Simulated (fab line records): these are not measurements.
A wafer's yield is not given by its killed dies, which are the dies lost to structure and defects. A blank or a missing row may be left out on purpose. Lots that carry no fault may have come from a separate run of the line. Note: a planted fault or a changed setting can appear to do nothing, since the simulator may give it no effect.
What tool caused it? | flow sky130 | 12 lots, 36 wafers sampled, at 2 steps of a route of 708

== WHAT THE GAUGES SHOWED, per wafer ==
SKY_SD_N_OVL_MEAS_08. Usual: for SD_N_OVL the level is 1.1 nm and the standard deviation is 1.6.
lot  | measured     | on         | SD_N_OVL (nm)        | flag
L616 | day 28 20:51 | overlay-02 | -2.5 -0.2 -1.0       |
L618 | day 29 12:34 | overlay-01 | 1.5 1.3 1.4          |
L619 | day 29 12:59 | overlay-01 | 0.8 -0.8 -0.1        |
L620 | day 30 10:00 | overlay-02 | -1.2 -0.8 -0.9       |
L621 | day 31 04:20 | overlay-02 | 1.8 4.1 0.2          |
L623 | day 31 06:00 | overlay-01 | -101.6 -101.6 -102.5 | OFF
L624 | day 31 15:37 | overlay-02 | -100.7 -100.7 -100.8 | OFF
L625 | day 31 23:55 | overlay-02 | -103.0 -100.5 -104.4 | OFF
L626 | day 32 06:16 | overlay-02 | -100.1 -100.1 -102.2 | OFF
L634 | day 34 10:11 | overlay-01 | 4.1 3.5 2.0          |
L636 | day 34 22:59 | overlay-02 | 0.8 -1.1 -3.6        |
L638 | day 35 08:23 | overlay-02 | 0.4 1.9 -0.2         |

== WHAT TOOL EACH LOT RAN ON (gives the tool, then ch and the chambers of the sampled wafers, and finally the start) ==
lot  | SKY_SD_N_EXPOSE_04
L616 | iline-stepper-01 ch 0, day 28 05:43
L618 | iline-stepper-02 ch 0, day 28 23:47
L619 | iline-stepper-02 ch 0, day 29 00:21
L620 | iline-stepper-01 ch 0, day 29 19:10
L621 | iline-stepper-01 ch 0, day 30 15:20
L623 | iline-stepper-02 ch 0, day 30 16:54
L624 | iline-stepper-02 ch 0, day 31 01:32
L625 | iline-stepper-02 ch 0, day 31 11:20
L626 | iline-stepper-02 ch 0, day 31 17:02
L634 | iline-stepper-01 ch 0, day 33 21:21
L636 | iline-stepper-01 ch 0, day 34 10:17
L638 | iline-stepper-01 ch 0, day 34 18:50
- SKY_SD_N_EXPOSE_04: exposes mask NSDM, target cd 380 nm.

== WHAT THE TOOLS THEMSELVES READ (means of the sampled wafers that have a number; where no wafer has one, the mark that the record gives instead) ==
The record holds no such reading with a usual standard deviation.

== THE ANSWER, worked out from the rows above alone ==
Rule: a lot is off if the mean of its wafers that have a number lies more than 3 standard deviations from the usual mean. Also off: a lot with no number at a reading for which 4 or more lots have one. The other lots that the step has rows for count as sound. The gauges are gone through in route order, then the tools' own readings, and for those a lot's mean is taken as printed above. At the first step where some lot is off, the reading lying furthest off is the one used; lots without a number count as furthest.
Off: at SKY_SD_N_OVL_MEAS_08 (SD_N_OVL), L623, L624, L625, L626.
If a tool, at a process step before that reading, ran all the lots that are off and no sound lot after the first of them, it fits. Gauges at SKY_SD_N_OVL_MEAS_08: tried the same way as those tools. One fits: SKY_SD_N_EXPOSE_04 on iline-stepper-02. Its last sound lot is L619 (day 29 00:21), its first lot that is off L623 (day 30 16:54): a fault that began between those two fits.

== WHAT THE SIMULATOR PUT IN ==
Scanner matching overlay: iline-stepper-02, from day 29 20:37 on, at SKY_SD_N_EXPOSE_04. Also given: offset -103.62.
Shown lots that were struck: L623, L624, L625, L626. The rule above found the same.
